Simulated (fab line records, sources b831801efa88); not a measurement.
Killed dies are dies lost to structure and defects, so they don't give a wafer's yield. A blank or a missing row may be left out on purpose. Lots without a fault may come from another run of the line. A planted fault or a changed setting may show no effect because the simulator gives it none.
fab line records | flow sky130 | part 2 of 2: steps 31 to 44 of 44
record lots=5 wafers=15 last_day=49
route steps=708 shown LDD_LDN@301 SPACER@304 POLY_CUT@307 SD_P@320 RES_XHIGH@332 SD_N@342
lots that met no fault: from a run of the same line without faults
start_h: hours from the record's first day to the start of the lot's first wafer shown | wait_h: hours since the lot's step before | " the same as in the row above | L1.1+2: a row that stands for several wafers | - no value, or no start given | * or withheld: withheld | < > ~ a bound
route shown NAME@n: a module of which the file shows steps, and the number in the route of the first | usual: mean/standard deviation of fault-free wafers | same: alike in all rows | chamber/n: place in a boat | sites: the reading at each site | _std_site: their standard deviation | _edge_site: outer sites' mean less inner sites' | radius_mm: how far each site lies from the wafer's centre | mask NAME#n: copy n | behind: the tool/chamber that last shaped the wafer | hold: why the lot was held/for how many hours/how that ended | device: the transistor (n, p or np) that didn't switch | end of line: the same wafers' tests at the end of the route | a step without rows: its recipe alone | killed: dies lost to structure and defects at the first sort, not the wafer's yield | map: a wafer's dies, x killed, . not, _ none there
set.NAME: the setting as run; set.NAME@STEP: as run at that earlier step | model.NAME: the simulator's own value behind a step, which no gauge read
lots at some steps of the route; a table a step, a row a wafer
services: from which hour (start_h, from the record's first day; less than 0 if before it) a tool's chamber was out of use, for how many hours, and why
## steps
# step SKY_SD_P_TW_MEAS_11
# usual SD_P_TW=2806/11
# columns lot.wafer tool chamber start_h wait_h SD_P_TW
L075.1 film_metro-04 - 594.89 0.1 2822
L075.4 " - " " 2812
L075.6 " - " " 2805
L076.2 film_metro-02 - 602.00 0.1 2818
L076.4 " - " " 2807
L076.6 " - " " 2803
L082.2 film_metro-02 - 653.40 0.1 2798
L082.4 " - " " 2807
L082.5 " - " " 2804
L084.3 film_metro-02 - 671.04 0.1 2800
L084.4 " - " " 2795
L084.5 " - " " 2791
L090.2 film_metro-01 - 726.93 0.1 2798
L090.5 " - " " 2808
L090.6 " - " " 2793
# step SKY_RES_XHIGH_DEHYDRATE_00
# recipe temp_c=200 time_s=60
# columns lot.wafer tool chamber start_h wait_h
L075.1+4+6 litho_track-02 0 608.73 13.8
L076.2+4+6 litho_track-03 0 615.84 13.8
L082.2+4+5 litho_track-03 0 666.74 13.3
L084.3+4+5 litho_track-03 0 685.01 14.0
L090.2+5+6 litho_track-03 0 739.94 13.0
# step SKY_RES_XHIGH_HMDS_01
# recipe prime_time_s=60 prime_temp_c=120
# columns lot.wafer tool chamber start_h wait_h
L075.1+4+6 litho_track-02 0 608.88 0.1
L076.2+4+6 litho_track-03 0 615.99 0.1
L082.2+4+5 litho_track-03 0 666.89 0.1
L084.3+4+5 litho_track-03 0 685.16 0.1
L090.2+5+6 litho_track-03 0 740.09 0.1
# step SKY_RES_XHIGH_COAT_02
# recipe resist=NOVOLAK spin_rpm=3000 resist_thk_nm=1140
# columns lot.wafer tool chamber start_h wait_h
L075.1+4+6 litho_track-02 0 609.03 0.1
L076.2+4+6 litho_track-03 0 616.14 0.1
L082.2+4+5 litho_track-03 0 667.04 0.1
L084.3+4+5 litho_track-03 0 685.31 0.1
L090.2+5+6 litho_track-03 0 740.24 0.1
# step SKY_RES_XHIGH_SOFTBAKE_03
# recipe temp_c=90 time_s=60 resist=NOVOLAK
# columns lot.wafer tool chamber start_h wait_h
L075.1+4+6 litho_track-02 0 609.18 0.1
L076.2+4+6 litho_track-03 0 616.29 0.1
L082.2+4+5 litho_track-03 0 667.19 0.1
L084.3+4+5 litho_track-03 0 685.46 0.1
L090.2+5+6 litho_track-03 0 740.39 0.1
# step SKY_RES_XHIGH_EXPOSE_04
# recipe mask_id=URPM na=0.6 source_shape=conventional sigma_outer=0.6 polarization=unpolarized target_cd_nm=1270 dose_mj=140
# columns lot.wafer tool chamber start_h wait_h mask
L075.1+4+6 iline_stepper-01 0 - - URPM#0
L076.2+4+6 iline_stepper-01 0 - - URPM#0
L082.2+4+5 iline_stepper-02 0 - - URPM#0
L084.3+4+5 iline_stepper-02 0 - - URPM#0
L090.2+5+6 iline_stepper-02 0 - - URPM#0
# step SKY_RES_XHIGH_PEB_05
# recipe temp_c=withheld time_s=* resist=NOVOLAK
# columns lot.wafer tool chamber start_h wait_h
L075.1+4+6 litho_track-03 0 - -
L076.2+4+6 litho_track-02 0 - -
L082.2+4+5 litho_track-03 0 - -
L084.3+4+5 litho_track-01 0 - -
L090.2+5+6 litho_track-01 0 - -
# step SKY_RES_XHIGH_DEVELOP_06
# recipe resist=NOVOLAK developer=TMAH develop_time_s=60 dev_temp_c=23
# columns lot.wafer tool chamber start_h wait_h
L075.1+4+6 litho_track-03 0 624.01 0.1
L076.2+4+6 litho_track-02 0 630.76 0.1
L082.2+4+5 litho_track-03 0 681.69 0.1
L084.3+4+5 litho_track-01 0 698.42 0.1
L090.2+5+6 litho_track-01 0 753.35 0.1
# step SKY_RES_XHIGH_IMPLANT_07
# recipe species=BF2 energy_kev=20 dose_cm2=3.6e+14 tilt_deg=0
# usual faraday_current_uA=506/49
# columns lot.wafer tool chamber start_h wait_h faraday_current_uA
L075.1 implanter-03 0 624.16 0.1 564
L075.4 " 0 " " 589
L075.6 " 0 " " 587
L076.2 implanter-04 0 630.91 0.1 471
L076.4 " 0 " " 483
L076.6 " 0 " " 496
L082.2 implanter-04 0 681.84 0.1 501
L082.4 " 0 " " 477
L082.5 " 0 " " 487
L084.3 implanter-04 0 698.57 0.1 491
L084.4 " 0 " " 485
L084.5 " 0 " " 471
L090.2 implanter-04 0 753.50 0.1 488
L090.5 " 0 " " 484
L090.6 " 0 " " 479
# step SKY_RES_XHIGH_STRIP_08
# recipe chemistry=O2/N2 power_w=1400 pressure_mtorr=1500 platen_temp_c=withheld o2_flow_sccm=3000 n2_flow_sccm=300 overash_fraction=0.5
# usual drypump_motor_current_A=5.4/0.35 oes_product_au=0.711/0.0045 strip_time_to_endpoint_s=14.28/0.036
# columns lot.wafer tool chamber start_h wait_h drypump_motor_current_A oes_product_au rf_hours_counter_h strip_time_to_endpoint_s
L075.1 plasma_asher-03 1 624.31 0.1 5.1 0.716 80 14.27
L075.4 " 0 " " 5.1 0.723 - 14.26
L075.6 " 0 " " 5.0 0.718 - 14.32
L076.2 plasma_asher-01 0 631.03 0.1 5.5 0.716 21 14.26
L076.4 " 1 " " 5.9 0.710 - 14.20
L076.6 " 1 " " 5.8 0.713 - 14.26
L082.2 plasma_asher-03 0 681.96 0.1 5.1 0.716 86 14.29
L082.4 " 1 " " 5.1 0.716 - 14.29
L082.5 " 1 " " 5.0 0.706 - 14.30
L084.3 plasma_asher-04 1 698.71 0.1 5.5 0.711 - 14.28
L084.4 " 0 " " 6.0 0.713 - 14.26
L084.5 " 1 " " 5.5 0.713 - 14.28
L090.2 plasma_asher-01 0 753.62 0.1 5.5 0.715 33 14.22
L090.5 " 1 " " 5.8 0.708 - 14.26
L090.6 " 0 " " 5.5 0.713 - 14.24
# step SKY_RES_XHIGH_TW_MEAS_09
# usual RES_XHIGH_TW=1627/6.6
# columns lot.wafer tool chamber start_h wait_h RES_XHIGH_TW
L075.1 film_metro-04 - 624.41 0.1 1634
L075.4 " - " " 1633
L075.6 " - " " 1630
L076.2 film_metro-02 - 631.14 0.1 1622
L076.4 " - " " 1626
L076.6 " - " " 1620
L082.2 film_metro-02 - 682.07 0.1 1630
L082.4 " - " " 1630
L082.5 " - " " 1629
L084.3 film_metro-02 - 698.79 0.1 1628
L084.4 " - " " 1620
L084.5 " - " " 1623
L090.2 film_metro-01 - 753.74 0.1 1618
L090.5 " - " " 1614
L090.6 " - " " 1634
# step SKY_SD_N_DEHYDRATE_00
# recipe temp_c=200 time_s=60
# columns lot.wafer tool chamber start_h wait_h
L075.1+4+6 litho_track-02 0 638.03 13.6
L076.2+4+6 litho_track-02 0 644.90 13.8
L082.2+4+5 litho_track-02 0 694.81 12.7
L084.3+4+5 litho_track-04 0 713.17 14.4
L090.2+5+6 litho_track-04 0 765.59 11.8
# step SKY_SD_N_HMDS_01
# recipe prime_time_s=60 prime_temp_c=120
# columns lot.wafer tool chamber start_h wait_h
L075.1+4+6 litho_track-02 0 638.18 0.1
L076.2+4+6 litho_track-02 0 645.05 0.1
L082.2+4+5 litho_track-02 0 694.96 0.1
L084.3+4+5 litho_track-04 0 713.32 0.1
L090.2+5+6 litho_track-04 0 765.74 0.1
# step SKY_SD_N_COAT_02
# recipe resist=NOVOLAK spin_rpm=3000 resist_thk_nm=1140
# columns lot.wafer tool chamber start_h wait_h
L075.1+4+6 litho_track-02 0 638.33 0.1
L076.2+4+6 litho_track-02 0 645.20 0.1
L082.2+4+5 litho_track-02 0 695.11 0.1
L084.3+4+5 litho_track-04 0 713.47 0.1
L090.2+5+6 litho_track-04 0 765.89 0.1
## services
# columns tool chamber start_h hours kind
implanter-04 - 525.52 4.2 repair
iline_stepper-02 - 541.76 2.1 pm
rie_diel-01 0 560.59 4.1 repair
implanter-04 - 562.70 13.0 pm
lpcvd-02 - 579.84 6.0 pm
plasma_asher-02 - 586.14 12.0 repair
rie_diel-02 - 590.82 1.0 repair
iline_stepper-02 - 594.20 5.9 repair
plasma_asher-04 - 599.43 2.8 pm
rie_diel-02 0 600.40 10.4 repair
iline_stepper-02 - 612.72 15.5 repair
implanter-04 - 626.52 2.5 repair
plasma_asher-03 - 630.73 1.2 repair
iline_stepper-02 - 640.11 1.7 pm
implanter-04 - 641.75 5.6 pm
plasma_asher-02 - 645.45 5.3 repair
implanter-04 - 699.37 1.5 repair
plasma_asher-03 - 712.82 2.8 pm
implanter-04 - 718.11 2.1 repair
implanter-04 - 730.04 10.7 pm
rie_diel-02 - 730.96 0.3 repair
plasma_asher-01 - 738.13 1.7 repair
implanter-04 - 749.91 1.8 repair
rie_diel-02 0 754.52 12.3 repair
